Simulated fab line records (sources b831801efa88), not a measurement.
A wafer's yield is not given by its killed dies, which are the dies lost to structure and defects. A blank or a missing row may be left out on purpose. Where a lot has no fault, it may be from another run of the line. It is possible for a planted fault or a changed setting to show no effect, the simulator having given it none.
Tool commonality check | flow gf180mcu | 14 lots and 42 wafers in the sample

== WHAT PROMPTED THE OPENING ==
2 of 14 lots carry a flag on the reading DUAL_GATE_OXIDATION_00_THK at GF_DUAL_GATE_THK_MEAS_03. Fault-free wafers read 10.92 nm, with a standard deviation of 0.29.
Rule: a lot is flagged in two cases, either no wafer of it has a number, or all its wafers with numbers fall more than 4 standard deviations from that mean. The other lots count as sound.

lot  | measured     | on            | DUAL_GATE_OXIDATION_00_THK (nm), wafer by wafer | flag
L689 | day 7 14:58  | film metro-03 | 11.17 10.97 10.97                               |
L690 | day 7 19:37  | film metro-04 | 10.92 10.82 10.77                               |
L691 | day 8 09:58  | film metro-03 | 11.18 11.07 11.22                               |
L692 | day 8 12:35  | film metro-04 | 11.15 11.10 11.07                               |
L694 | day 9 04:01  | film metro-02 | 18.08 18.28 18.22                               | FLAGGED
L697 | day 9 21:18  | film metro-02 | 11.15 11.23 11.18                               |
L702 | day 11 10:36 | film metro-03 | 10.66 10.87 10.69                               |
L704 | day 12 03:05 | film metro-03 | 16.70 16.81 16.93                               | FLAGGED
L706 | day 12 16:24 | film metro-02 | 10.60 10.57 10.66                               |
L707 | day 12 21:22 | film metro-04 | 10.51 10.54 10.53                               |
L708 | day 13 01:37 | film metro-03 | 10.55 10.58 10.45                               |
L709 | day 13 06:29 | film metro-04 | 10.96 11.14 11.07                               |
L710 | day 13 11:13 | film metro-03 | 10.88 10.83 10.70                               |
L711 | day 13 20:25 | film metro-02 | 10.38 10.48 10.57                               |
The mean of the flagged lots' numbers is 17.50 nm, +6.58 nm from the usual (+23 standard deviations).

== LOT BY LOT: THE TOOL USED ==
The record holds 1 process step before the reading, out of a route of 602 steps. Each cell gives the tool, then ch followed by the chambers the sampled wafers passed through, then the start.
lot  | flag    | GF_DUAL_GATE_OXIDATION_02
L689 |         | furnace-02 ch 0, day 7 13:30
L690 |         | furnace-02 ch 0, day 7 18:10
L691 |         | furnace-01 ch 0, day 8 08:31
L692 |         | furnace-02 ch 0, day 8 11:08
L694 | FLAGGED | furnace-01 ch 0, day 8 23:58
L697 |         | furnace-02 ch 0, day 9 19:50
L702 |         | furnace-01 ch 0, day 11 09:08
L704 | FLAGGED | furnace-01 ch 0, day 11 22:55
L706 |         | furnace-01 ch 0, day 12 14:56
L707 |         | furnace-02 ch 0, day 12 19:56
L708 |         | furnace-02 ch 0, day 13 00:10
L709 |         | furnace-01 ch 0, day 13 05:02
L710 |         | furnace-01 ch 0, day 13 09:45
L711 |         | furnace-01 ch 0, day 13 18:58
What is done by these steps:
- GF_DUAL_GATE_OXIDATION_02: stabilise 600 s, purge 300 s, target thk 10.887 nm.
- GF_DUAL_GATE_THK_MEAS_03

== FLAGGED AGAINST TOTAL, ONE TOOL AT A TIME (gauges that did the reading follow at the end) ==
step                      | tool          | lots run | flagged | share of the flagged lots | sound lots run after its first flagged lot
GF_DUAL_GATE_OXIDATION_02 | furnace-01    | 8        | 2       | all                       | 5 (L702,L706,L709,L710,L711)
GF_DUAL_GATE_OXIDATION_02 | furnace-02    | 6        | 0       | none                      | -
GF_DUAL_GATE_THK_MEAS_03  | film metro-02 | 4        | 1       | some                      | 3 (L697,L706,L711)
GF_DUAL_GATE_THK_MEAS_03  | film metro-03 | 6        | 1       | some                      | 2 (L708,L710)
GF_DUAL_GATE_THK_MEAS_03  | film metro-04 | 4        | 0       | none                      | -

== THE TABLE: WHAT IT ALLOWS ==
Rows of the table that ran each flagged lot: 1, that is furnace-01 at GF_DUAL_GATE_OXIDATION_02.
- furnace-01 at GF_DUAL_GATE_OXIDATION_02: 2 of its 8 lots flagged. Lots that were sound ran on it after the first flagged one (L702, L706, L709, L710, L711); a persistent fault on the entire tool would not allow that.
Every row of the table either missed a flagged lot or ran a sound lot after the first.

== WHAT THE SIMULATOR PUT IN ==
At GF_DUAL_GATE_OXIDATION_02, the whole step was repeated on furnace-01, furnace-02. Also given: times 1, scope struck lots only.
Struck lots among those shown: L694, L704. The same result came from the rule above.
